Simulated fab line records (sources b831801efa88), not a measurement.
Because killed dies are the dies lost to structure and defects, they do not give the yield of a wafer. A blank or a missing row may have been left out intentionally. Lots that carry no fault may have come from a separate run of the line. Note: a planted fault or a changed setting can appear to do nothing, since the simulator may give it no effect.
Chamber matching + flow sky130 + 4 sister chambers for SKY_VIA2_CMP_02 on cmp-01
The step polishes SiO2. 4 wafers are shown with their chamber, then 7 later ones without.

== EACH WAFER AND ITS CHAMBER ==
| wafer  | chamber | motor-current-A (A) |
|--------|---------|---------------------|
| L252.1 | 3       | 9.4                 |
| L252.6 | 1       | 10.6                |
| L253.6 | 0       | 11.9                |
| L254.5 | 2       | 12.1                |

== WAFERS WHOSE CHAMBER IS MISSING ==
| wafer  | motor-current-A (A) |
|--------|---------------------|
| L254.6 | 9.5                 |
| L257.1 | 9.5                 |
| L257.2 | 11.8                |
| L257.5 | 11.2                |
| L265.2 | 12.1                |
| L265.5 | 9.5                 |
| L265.6 | 10.7                |

== WHICH CHAMBER EACH WENT THROUGH ==
| wafer  | from the rows above          | in truth                   |
|--------|------------------------------|----------------------------|
| L254.6 | 3                            | 3                          |
| L257.1 | 3                            | 3                          |
| L257.2 | can't be placed: 0 or 2      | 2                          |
| L257.5 | can't be placed: 1 or 0 or 2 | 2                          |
| L265.2 | can't be placed: 2 or 0      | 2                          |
| L265.5 | 3                            | 3                          |
| L265.6 | 1                            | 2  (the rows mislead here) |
Placed correctly: 3 of 7. Cannot be placed on the basis of these rows: 3; the candidates contain the true chamber in 3. Number placed wrongly: 1.
How it was worked out, from the rows above alone: a wafer's distance from a chamber is the root of the sum, over the readings, of the square of ((its reading less the chamber's mean) divided by the reading's scatter). The wafer belongs to the nearest chamber; if the next one is less than 2 further off, it can't be placed. A chamber's mean is the mean of its shown wafers. The scatter: root of mean squared gap, hidden wafer to nearest shown wafer, with one shown wafer a chamber.
